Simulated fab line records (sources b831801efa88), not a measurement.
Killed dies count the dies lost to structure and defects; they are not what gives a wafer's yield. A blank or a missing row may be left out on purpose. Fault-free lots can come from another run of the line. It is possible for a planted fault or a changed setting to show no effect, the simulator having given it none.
Chamber matching -- flow gf180mcu -- pecvd-04 running GF_V4_CVD_02: 3 sister chambers
The step deposits SiO2 from TEOS, target thk 850 nm, time 94.851 s. 3 wafers are shown with their chamber, then 12 later ones without.

## WAFERS, EACH WITH ITS CHAMBER
wafer,chamber,heater_power_w (W)
L092.5,2,620
L093.3,1,715
L093.5,0,594

## WAFERS WHOSE CHAMBER IS MISSING
wafer,heater_power_w (W)
L094.2,745
L094.4,648
L094.5,528
L095.1,656
L095.2,835
L095.3,653
L095.4,518
L095.5,685
L095.6,676
L097.1,680
L097.3,588
L097.4,771

## WHICH CHAMBER EACH WENT THROUGH
wafer,from the rows above,in truth
L094.2,can't be placed: 1 or 2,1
L094.4,can't be placed: 2 or 0 or 1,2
L094.5,can't be placed: 0 or 2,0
L095.1,can't be placed: 2 or 1 or 0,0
L095.2,can't be placed: 1 or 2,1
L095.3,can't be placed: 2 or 0 or 1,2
L095.4,can't be placed: 0 or 2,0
L095.5,can't be placed: 1 or 2 or 0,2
L095.6,can't be placed: 1 or 2 or 0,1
L097.1,can't be placed: 1 or 2 or 0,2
L097.3,can't be placed: 0 or 2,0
L097.4,can't be placed: 1 or 2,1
Placed correctly: 0 of 12. These rows do not allow placing 12 (true chamber among the candidates in 12). Wrongly placed: 0.
How it was worked out, from the rows above alone: a wafer's distance from a chamber is the root of the sum, over the readings, of the square of ((its reading less the chamber's mean) divided by the reading's scatter). If the next closest chamber is less than 2 further off than the closest, the wafer can't be placed; otherwise it belongs to the closest. For every chamber, the mean is computed from those of its wafers that are shown. The scatter: with one shown wafer a chamber, the root of the mean of the squares of how far each hidden wafer lies from its nearest shown one.
